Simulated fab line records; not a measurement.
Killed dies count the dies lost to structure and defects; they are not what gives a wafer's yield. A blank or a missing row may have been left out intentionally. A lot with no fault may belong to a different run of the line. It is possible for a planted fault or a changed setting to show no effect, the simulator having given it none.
Chamber matching + flow gf180mcu + GF_V5_CMP_26 on cmp-02 has 4 sister chambers
The step polishes, stops on SiO2, t overpolish 15 s, target thk 0 nm. 4 wafers are shown with their chamber, then 7 later ones without.

== EACH WAFER AND ITS CHAMBER ==
| wafer  | chamber | motorCurrentA (A) |
|--------|---------|-------------------|
| L172.2 | 3       | 13.4              |
| L172.3 | 0       | 11.1              |
| L174.1 | 2       | 11.2              |
| L174.3 | 1       | 11.1              |

== WAFERS WITH NO CHAMBER GIVEN ==
| wafer  | motorCurrentA (A) |
|--------|-------------------|
| L174.6 | 10.8              |
| L185.3 | 12.1              |
| L185.5 | 11.4              |
| L185.6 | 11.1              |
| L186.1 | 13.2              |
| L186.2 | 10.0              |
| L186.4 | 11.3              |

== CHAMBER TAKEN BY EACH ==
| wafer  | from the rows above               | in truth |
|--------|-----------------------------------|----------|
| L174.6 | can't be placed: 0 or 1 or 2      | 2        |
| L185.3 | can't be placed: 2 or 0 or 1 or 3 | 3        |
| L185.5 | can't be placed: 2 or 0 or 1      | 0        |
| L185.6 | can't be placed: 0 or 1 or 2      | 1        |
| L186.1 | 3                                 | 3        |
| L186.2 | can't be placed: 0 or 1 or 2      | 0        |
| L186.4 | can't be placed: 2 or 0 or 1      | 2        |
Correctly placed: 1 of 7. These rows do not allow placing 6 (true chamber among the candidates in 6). 0 placed wrongly.
How it was worked out, from the rows above alone: a wafer's distance from a chamber is the root of the sum, over the readings, of the square of ((its reading less the chamber's mean) divided by the reading's scatter). If the next closest chamber is less than 2 further off than the closest, the wafer can't be placed; otherwise it belongs to the closest. The mean given for a chamber averages the wafers shown for that chamber. The scatter: root of mean squared gap, hidden wafer to nearest shown wafer, with one shown wafer a chamber.
